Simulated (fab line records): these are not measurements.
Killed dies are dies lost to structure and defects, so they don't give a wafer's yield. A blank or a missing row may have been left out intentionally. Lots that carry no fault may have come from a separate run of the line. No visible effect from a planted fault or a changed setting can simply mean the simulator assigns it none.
A single fault, viewed from 2 desks + flow sfq-line + what lay behind the numbers comes last; until then each desk has only its own

AT THE METROLOGY DESK
What the gauges read for every lot (on any tool): the sampled wafers with a number, averaged. Marked OUT: a lot whose mean sits more than 4 standard deviations from the usual mean, which makes it out of limits; the brackets give that distance.
Columns: A = L0_MONX_KI_RS at SFQ_L0_RS_MEAS_901, usual 43.5 ohm/sq; B = L0_MONX_KI_THK at SFQ_L0_THK_MEAS_902, usual 40.0 nm
| lot  | first seen here | A              | B              |
|------|-----------------|----------------|----------------|
| L726 | day 1 12:35     | 43.4           | 40.2           |
| L727 | day 1 17:36     | 42.8           | 40.6           |
| L730 | day 2 08:35     | 43.5           | 39.8           |
| L731 | day 2 13:35     | 43.2           | 40.0           |
| L732 | day 2 18:34     | 43.4           | 40.2           |
| L733 | day 2 23:34     | 43.7           | 39.6           |
| L734 | day 3 04:35     | 43.5           | 40.1           |
| L735 | day 3 09:35     | 44.0           | 39.5           |
| L738 | day 4 00:34     | 43.1           | 40.5           |
| L739 | day 4 05:35     | 44.1           | 39.3           |
| L740 | day 4 10:35     | 43.6           | 39.9           |
| L741 | day 4 15:34     | 53.1 (+19) OUT | 34.3 (-11) OUT |
| L742 | day 4 20:37     | 52.5 (+17) OUT | 34.7 (-11) OUT |
| L743 | day 5 01:35     | 59.6 (+31) OUT | 30.6 (-19) OUT |
| L747 | day 5 21:34     | 43.5           | 40.0           |
This desk's result: L741, L742, L743 out of limits, first on L741 (L0_MONX_KI_RS at SFQ_L0_RS_MEAS_901), day 4 15:34. L726, L727, L730, L731, L732, L733, L734, L735, L738, L739, L740, L747: within limits.

AT THE TOOL OWNER'S DESK: pvd-sputter-03
The tool's own readings at SFQ_TRILAYER_L0_DEP_SPUTTER_003 (material MoNx KI, target thk 40 nm, time 100 s): means of the sampled wafers that have a number, for each lot that ran on this tool. Marked OUT: a lot whose mean sits more than 4 standard deviations from the usual mean, which makes it out of limits; the brackets give that distance.
Columns: A = chamber-pressure-pa at SFQ_TRILAYER_L0_DEP_SPUTTER_003, usual 0.4000 Pa; B = throttle-valve-pct at SFQ_TRILAYER_L0_DEP_SPUTTER_003, usual 30.2 %
| lot  | first seen here | A      | B    |
|------|-----------------|--------|------|
| L727 | day 1 17:29     | 0.4003 | 29.5 |
| L739 | day 4 05:29     | 0.4004 | 29.8 |
| L741 | day 4 15:29     | 0.3997 | 29.9 |
| L742 | day 4 20:29     | 0.3998 | 29.0 |
| L743 | day 5 01:29     | 0.4002 | 29.7 |
This desk's finding: nothing out of limits on any of the 5 lots.

PUT TOGETHER
L741, L742, L743 would have let the metrology desk raise an alarm at day 4 15:34.
The tool owner's desk saw nothing out of limits.
On record at the tool owner's desk: L741, L742, L743, within its limits.
SFQ_TRILAYER_L0_DEP_SPUTTER_003 was run on pvd-sputter-03 by each of the lots named.

WHAT THE SIMULATOR PUT IN
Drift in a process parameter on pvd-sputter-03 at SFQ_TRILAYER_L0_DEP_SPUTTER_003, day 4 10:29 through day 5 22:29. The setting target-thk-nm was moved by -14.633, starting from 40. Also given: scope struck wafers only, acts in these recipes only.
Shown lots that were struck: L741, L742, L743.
Time in hours between the start of the fault and the first out-of-limits reading at each desk: metrology desk, 5.
